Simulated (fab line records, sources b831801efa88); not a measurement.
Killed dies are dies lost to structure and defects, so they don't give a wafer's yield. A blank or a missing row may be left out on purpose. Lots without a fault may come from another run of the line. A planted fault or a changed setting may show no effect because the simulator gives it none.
Which tool did it? | flow sky130 | 13 lots, 39 wafers sampled, at 3 steps of a route of 708

WHAT THE GAUGES READ, wafer by wafer
SKY_VT_ADJUST_NCORE_OVL_MEAS_08. Usual: VT_ADJUST_NCORE_OVL 0.6 nm, standard deviation 1.2.
lot  | measured     | on         | VT_ADJUST_NCORE_OVL (nm) | flag
L642 | day 8 14:01  | overlay-02 | 0.8 1.2 1.0              |
L643 | day 8 18:19  | overlay-01 | 0.6 1.1 -1.2             |
L644 | day 9 05:13  | overlay-02 | 0.2 1.6 -0.7             |
L645 | day 9 09:19  | overlay-01 | 1.3 1.5 -0.4             |
L646 | day 9 18:56  | overlay-01 | -0.4 -0.7 -3.2           |
L647 | day 9 21:56  | overlay-02 | 1.8 1.0 0.9              |
L656 | day 12 21:10 | overlay-02 | -1.6 -0.1 -1.3           |
L658 | day 13 06:49 | overlay-02 | 0.1 -0.4 0.1             |
L659 | day 13 16:22 | overlay-01 | -0.2 -0.4 2.3            |
L660 | day 14 01:31 | overlay-01 | -1.1 1.0 0.1             |
L663 | day 15 00:41 | overlay-02 | 1.2 -0.5 2.5             |
L664 | day 15 07:07 | overlay-02 | 0.7 1.4 0.7              |
L665 | day 15 19:55 | overlay-01 | 1.9 1.3 -0.3             |

SKY_SONOS_TUNNEL_OVL_MEAS_08. Usual: SONOS_TUNNEL_OVL 0.0 nm, standard deviation 1.2.
lot  | measured     | on         | SONOS_TUNNEL_OVL (nm) | flag
L642 | day 11 09:46 | overlay-02 | -0.2 1.6 0.7          |
L643 | day 11 13:52 | overlay-02 | -1.5 -1.7 0.3         |
L644 | day 12 02:18 | overlay-01 | -0.8 -0.2 -2.1        |
L645 | day 12 06:33 | overlay-01 | -2.1 -1.4 -0.1        |
L646 | day 12 18:04 | overlay-01 | 1.2 0.3 -0.4          |
L647 | day 12 21:01 | overlay-01 | 0.1 1.5 -1.5          |
L656 | day 16 05:03 | overlay-02 | -0.8 1.5 -1.1         |
L658 | day 16 15:30 | overlay-02 | -0.1 -1.6 0.3         |
L659 | day 17 02:55 | overlay-01 | -2.0 -0.9 -0.3        |
L660 | day 17 12:49 | overlay-02 | 2.1 -0.2 1.2          |
L663 | day 18 13:40 | overlay-02 | 0.1 -0.4 -1.3         |
L664 | day 18 21:37 | overlay-01 | -0.3 1.4 0.6          |
L665 | day 19 12:21 | overlay-01 | 1.2 1.2 -0.6          |

SKY_SONOS_ONO_CD_MEAS_13: target cd 410 nm. Usual: cd_nm 409.7 nm, standard deviation 2.4.
lot  | measured     | on        | cd_nm (nm)        | flag
L642 | day 12 16:45 | cd_sem-02 | 410.3 409.4 411.6 |
L643 | day 12 20:29 | cd_sem-01 | 411.3 409.1 408.3 |
L644 | day 13 07:56 | cd_sem-01 | 406.9 406.0 407.3 |
L645 | day 13 13:11 | cd_sem-02 | 406.8 406.4 408.0 |
L646 | day 14 01:58 | cd_sem-02 | 410.4 412.1 409.8 |
L647 | day 14 05:25 | cd_sem-02 | 409.7 410.9 410.3 |
L656 | day 17 15:59 | cd_sem-02 | 409.1 410.2 408.4 |
L658 | day 18 01:56 | cd_sem-02 | 406.1 408.2 407.5 |
L659 | day 18 13:54 | cd_sem-01 | 415.5 415.1 414.3 |
L660 | day 19 00:08 | cd_sem-01 | 408.4 410.2 407.3 |
L663 | day 20 00:18 | cd_sem-01 | 405.8 405.6 406.8 |
L664 | day 20 12:09 | cd_sem-02 | 412.2 410.8 408.6 |
L665 | day 20 23:26 | cd_sem-01 | 411.0 410.5 412.3 |

WHICH TOOL RAN EACH LOT (tool, then ch and the chambers of the sampled wafers, then the start)
The record holds no process step before these readings.

WHAT THE TOOLS THEMSELVES READ (means of the sampled wafers that have a number; where no wafer has one, the mark that the record gives instead)
The record holds no such reading with a usual standard deviation.

THE ANSWER, worked out from the rows above alone
Rule: a lot is off if the mean of its wafers that have a number lies more than 3 standard deviations from the usual mean. A lot without any number at a reading at which 4 lots or more have one is off too. The other lots that the step has rows for count as sound. The gauges are gone through in route order, then the tools' own readings, and for those a lot's mean is taken as printed above. The first step at which some lot is off is used, and at that step the reading that is off furthest; a lot without a number counts as furthest.
No lot is off at any reading shown: from this, nothing can be told.

WHAT THE SIMULATOR HAD PUT IN
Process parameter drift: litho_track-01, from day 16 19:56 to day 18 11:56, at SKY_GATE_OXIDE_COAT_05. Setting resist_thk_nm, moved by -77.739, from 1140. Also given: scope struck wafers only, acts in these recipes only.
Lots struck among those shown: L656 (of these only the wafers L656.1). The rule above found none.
